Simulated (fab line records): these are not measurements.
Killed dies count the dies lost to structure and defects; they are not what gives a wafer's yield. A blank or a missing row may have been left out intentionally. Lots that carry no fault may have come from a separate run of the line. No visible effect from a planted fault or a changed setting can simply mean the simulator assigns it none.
Which tool was responsible? ; flow sky130 ; 33 wafers from 11 lots sampled at 3 of the route's 708 steps

WHAT THE GAUGES SHOWED, per wafer
SKY_CAP2M_THK_MEAS_01.
lot;measured;on;CAP2M_CVD_00_THK (nm)
L778;day 38 23:52;film-metro-01;15.36 15.63 15.84
L780;day 39 22:20;film-metro-03;15.25 15.33 15.63
L781;day 40 05:50;film-metro-02;15.33 15.25 15.15
L782;day 41 11:27;film-metro-03;15.40 15.68 15.67
L786;day 42 00:19;film-metro-02;15.33 15.22 15.85
L789;day 42 14:11;film-metro-01;15.09 15.55 15.22
L788;day 42 20:31;film-metro-02;15.40 15.22 15.47
L791;day 43 06:26;film-metro-02;15.31 15.48 15.36
L793;day 45 00:26;film-metro-01;15.57 15.69 15.76
L801;day 46 00:38;film-metro-02;15.23 15.32 15.57
L800;day 46 06:08;film-metro-02;15.52 15.22 15.46

SKY_CAP2M_RS_MEAS_03: a four-point-probe measurement.
lot;measured;on;CAP2M_TIN_RS (ohm/sq)
L778;day 39 00:02;film-metro-03;6.95 6.95 6.97
L780;day 39 22:29;film-metro-02;6.90 6.86 6.86
L781;day 40 06:01;film-metro-02;6.91 6.95 6.96
L782;day 41 11:38;film-metro-02;6.92 6.93 6.95
L786;day 42 00:32;film-metro-03;6.96 6.85 6.90
L789;day 42 14:22;film-metro-03;6.92 6.94 6.93
L788;day 42 20:41;film-metro-01;6.82 6.85 6.85
L791;day 43 06:37;film-metro-01;6.83 6.79 6.78
L793;day 45 00:37;film-metro-01;7.00 6.97 6.98
L801;day 46 00:49;film-metro-03;6.82 6.81 6.82
L800;day 46 06:18;film-metro-02;6.91 6.91 6.95

EACH LOT AND THE TOOL THAT RAN IT (in order: tool; ch and the chambers of the sampled wafers; start)
lot;SKY_METAL4_SPUTTER_02
L778;pvd-sputter-03, day 38 23:44
L780;pvd-sputter-02, day 39 22:12
L781;pvd-sputter-01, day 40 05:42
L782;pvd-sputter-01, day 41 11:19
L786;pvd-sputter-01, day 42 00:11
L789;pvd-sputter-01, day 42 14:03
L788;pvd-sputter-02, day 42 20:23
L791;pvd-sputter-01, day 43 06:18
L793;pvd-sputter-02, day 45 00:18
L801;pvd-sputter-03, day 46 00:29
L800;pvd-sputter-02, day 46 06:00
- SKY_METAL4_SPUTTER_02: material AlCu, target thk 735 nm, time 39.1 s.

AS READ BY THE TOOLS THEMSELVES (means over the sampled wafers that have a number; for cases with no such wafer, the mark the record gives instead)
SKY_METAL4_SPUTTER_02.
lot;tool;throttle-valve-pct (%)
L778;pvd-sputter-03;28.8
L780;pvd-sputter-02;30.1
L781;pvd-sputter-01;29.7
L782;pvd-sputter-01;29.4
L786;pvd-sputter-01;29.6
L789;pvd-sputter-01;29.6
L788;pvd-sputter-02;30.9
L791;pvd-sputter-01;29.4
L793;pvd-sputter-02;30.9
L801;pvd-sputter-03;29.1
L800;pvd-sputter-02;30.8

THE ANSWER, worked out from the rows above alone
Rule: usual is defined by the lots themselves. The widest of any qualifying gaps counts: lots, ordered by their means at a reading, are off when they make up no more than a third of the lots, leave a main group of 4 or more, and stand apart from it by 3 or more times the standard deviation of that group's means. If all means in a main group match to the digits the tables above print for the reading, that group is not used. A lot without any number at a reading at which 4 lots or more have one is off too. Where the step has rows for the other lots, those lots are counted as sound. First the gauges in route order, then the tools' own readings, where a lot's mean is used as printed above. At the first step where some lot is off, the reading lying furthest off is the one used; lots without a number count as furthest.
None of the lots is off at any reading shown; this tells nothing.

WHAT THE SIMULATOR HAD PUT IN
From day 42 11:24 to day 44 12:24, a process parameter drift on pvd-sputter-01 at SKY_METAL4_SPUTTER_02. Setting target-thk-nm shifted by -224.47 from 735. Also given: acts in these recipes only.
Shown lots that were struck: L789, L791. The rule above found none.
